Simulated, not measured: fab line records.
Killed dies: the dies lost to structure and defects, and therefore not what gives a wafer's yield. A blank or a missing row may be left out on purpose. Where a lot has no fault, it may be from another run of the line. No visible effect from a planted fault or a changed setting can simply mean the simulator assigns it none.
Which of the tools did it?    flow gf180mcu    11 lots, 33 wafers sampled, at 4 steps of a route of 602

== WHAT EACH GAUGE READ, for each wafer ==
GF_PSD_TW_MEAS_11.
lot   measured      on            PSD_TW
L220  day 14 02:46  filmMetro-01  3200 3186 3176
L221  day 14 15:02  filmMetro-01  3200 3188 3201
L222  day 14 22:59  filmMetro-02  3174 3208 3202
L224  day 15 17:52  filmMetro-02  3201 3205 3177
L225  day 16 01:05  filmMetro-01  3172 3177 3170
L227  day 16 19:53  filmMetro-01  3036 3064 3049
L229  day 17 16:19  filmMetro-04  3068 3066 3069
L231  day 17 20:47  filmMetro-04  3057 3063 3064
L238  day 20 19:46  filmMetro-04  3252 3231 3218
L241  day 21 22:28  filmMetro-02  3203 3185 3202
L243  day 22 04:31  filmMetro-01  3200 3176 3210

== WHICH TOOL RAN EACH LOT (tool, then ch and the chambers of the sampled wafers, then the start) ==
lot   GF_HV_LDD_STRIP_22                   GF_PSD_IMPLANT_09                GF_PSD_STRIP_10
L220  plasmaAsher-04 ch 0,1, day 10 16:49  implanter-04 ch 0, day 14 02:31  plasmaAsher-02 ch 0,1, day 14 02:40
L221  plasmaAsher-04 ch 0,1, day 11 01:14  implanter-02 ch 0, day 14 14:47  plasmaAsher-03 ch 0,1, day 14 14:56
L222  plasmaAsher-02 ch 0,1, day 11 09:50  implanter-04 ch 0, day 14 22:44  plasmaAsher-03 ch 0, day 14 22:53
L224  plasmaAsher-04 ch 0,1, day 12 02:58  implanter-04 ch 0, day 15 17:37  plasmaAsher-01 ch 0,1, day 15 17:46
L225  plasmaAsher-04 ch 0,1, day 12 07:37  implanter-04 ch 0, day 16 00:52  plasmaAsher-02 ch 0,1, day 16 00:59
L227  plasmaAsher-03 ch 0,1, day 13 01:42  implanter-04 ch 0, day 16 19:41  plasmaAsher-02 ch 0,1, day 16 19:47
L229  plasmaAsher-03 ch 0,1, day 13 17:25  implanter-04 ch 0, day 17 16:04  plasmaAsher-01 ch 0, day 17 16:13
L231  plasmaAsher-04 ch 0,1, day 14 01:32  implanter-04 ch 0, day 17 20:34  plasmaAsher-01 ch 0,1, day 17 20:41
L238  plasmaAsher-02 ch 0,1, day 16 16:13  implanter-03 ch 0, day 20 19:31  plasmaAsher-01 ch 0,1, day 20 19:40
L241  plasmaAsher-02 ch 0,1, day 17 16:55  implanter-02 ch 0, day 21 22:13  plasmaAsher-02 ch 0,1, day 21 22:22
L243  plasmaAsher-02 ch 0, day 18 01:07    implanter-02 ch 0, day 22 04:16  plasmaAsher-03 ch 0,1, day 22 04:25
- GF_HV_LDD_STRIP_22: strips in O2/N2.
- GF_PSD_IMPLANT_09
- GF_PSD_STRIP_10: strips in O2/N2.

== THE ANSWER, worked out from the rows above alone ==
Rule: usual is defined by the lots themselves. Put in order of their means at a reading, lots are off if they are a third of the lots or fewer, leave a main group of 4 or more, and stand apart from it by a gap of 3 or more times the standard deviation of the main group's means; of several such gaps the widest counts. If all means in a main group match to the digits the tables above print for the reading, that group is not used. Also off: a lot with no number at a reading for which 4 or more lots have one. Any other lot the step has rows for is counted as sound.
Off: at GF_PSD_TW_MEAS_11 (PSD_TW), L227, L229, L231. For the main group the mean is 3196 and the standard deviation 16.
A tool fits if, at a process step before that reading, it ran every lot that is off, and no sound lot after the first of them. Those tools and the gauges at GF_PSD_TW_MEAS_11 are tried in the same way. One fits: implanter-04 at GF_PSD_IMPLANT_09. Its last sound lot is L225 (day 16 00:52), its first lot that is off L227 (day 16 19:41): a fault that began between those two fits.

== WHAT HAD BEEN PUT IN BY THE SIMULATOR ==
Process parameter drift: implanter-04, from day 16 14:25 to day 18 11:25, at GF_PSD_IMPLANT_09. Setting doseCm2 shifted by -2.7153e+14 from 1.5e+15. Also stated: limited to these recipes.
Lots struck among those shown: L227, L229, L231. The rule above reached the same finding.
